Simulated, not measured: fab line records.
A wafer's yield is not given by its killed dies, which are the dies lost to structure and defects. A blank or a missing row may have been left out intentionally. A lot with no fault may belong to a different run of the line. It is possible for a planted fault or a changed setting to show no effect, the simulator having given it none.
Chamber matching || flow gf180mcu || 4 sister chambers for GF_STI_ETCH_14 on rie-si-01
The step etches Si in HBr/Cl2/O2, target depth 360 nm, time 102.9 s. 4 wafers are shown with their chamber, then 10 later ones without.

== EACH WAFER AND ITS CHAMBER ==
{"wafer": "L943.5", "chamber": 2, "drypump-motor-current-A (A)": 5.5}
{"wafer": "L948.2", "chamber": 1, "drypump-motor-current-A (A)": 5.6}
{"wafer": "L949.1", "chamber": 0, "drypump-motor-current-A (A)": 6.2}
{"wafer": "L949.3", "chamber": 3, "drypump-motor-current-A (A)": 5.0}

== WAFERS WITH NO CHAMBER GIVEN ==
{"wafer": "L949.5", "drypump-motor-current-A (A)": 5.5}
{"wafer": "L951.1", "drypump-motor-current-A (A)": 5.6}
{"wafer": "L951.2", "drypump-motor-current-A (A)": 6.2}
{"wafer": "L951.3", "drypump-motor-current-A (A)": 5.5}
{"wafer": "L952.2", "drypump-motor-current-A (A)": 5.5}
{"wafer": "L952.5", "drypump-motor-current-A (A)": 5.5}
{"wafer": "L952.6", "drypump-motor-current-A (A)": 4.9}
{"wafer": "L957.3", "drypump-motor-current-A (A)": 5.6}
{"wafer": "L957.5", "drypump-motor-current-A (A)": 5.6}
{"wafer": "L957.6", "drypump-motor-current-A (A)": 6.2}

== EACH ONE'S CHAMBER ==
{"wafer": "L949.5", "from the rows above": 2, "in truth": 2}
{"wafer": "L951.1", "from the rows above": 1, "in truth": 1}
{"wafer": "L951.2", "from the rows above": 0, "in truth": 0}
{"wafer": "L951.3", "from the rows above": 2, "in truth": 2}
{"wafer": "L952.2", "from the rows above": 2, "in truth": 2}
{"wafer": "L952.5", "from the rows above": 2, "in truth": 2}
{"wafer": "L952.6", "from the rows above": 3, "in truth": 3}
{"wafer": "L957.3", "from the rows above": 1, "in truth": 1}
{"wafer": "L957.5", "from the rows above": 1, "in truth": 1}
{"wafer": "L957.6", "from the rows above": 0, "in truth": 0}
10 of 10 placed correctly. From these rows, 0 cannot be placed. Wrongly placed: 0.
How it was worked out, from the rows above alone: a wafer's distance from a chamber is the root of the sum, over the readings, of the square of ((its reading less the chamber's mean) divided by the reading's scatter). The wafer belongs to the nearest chamber; if the next one is less than 2 further off, it can't be placed. The mean given for a chamber averages the wafers shown for that chamber. The scatter: with one shown wafer a chamber, the root of the mean of the squares of how far each hidden wafer lies from its nearest shown one.
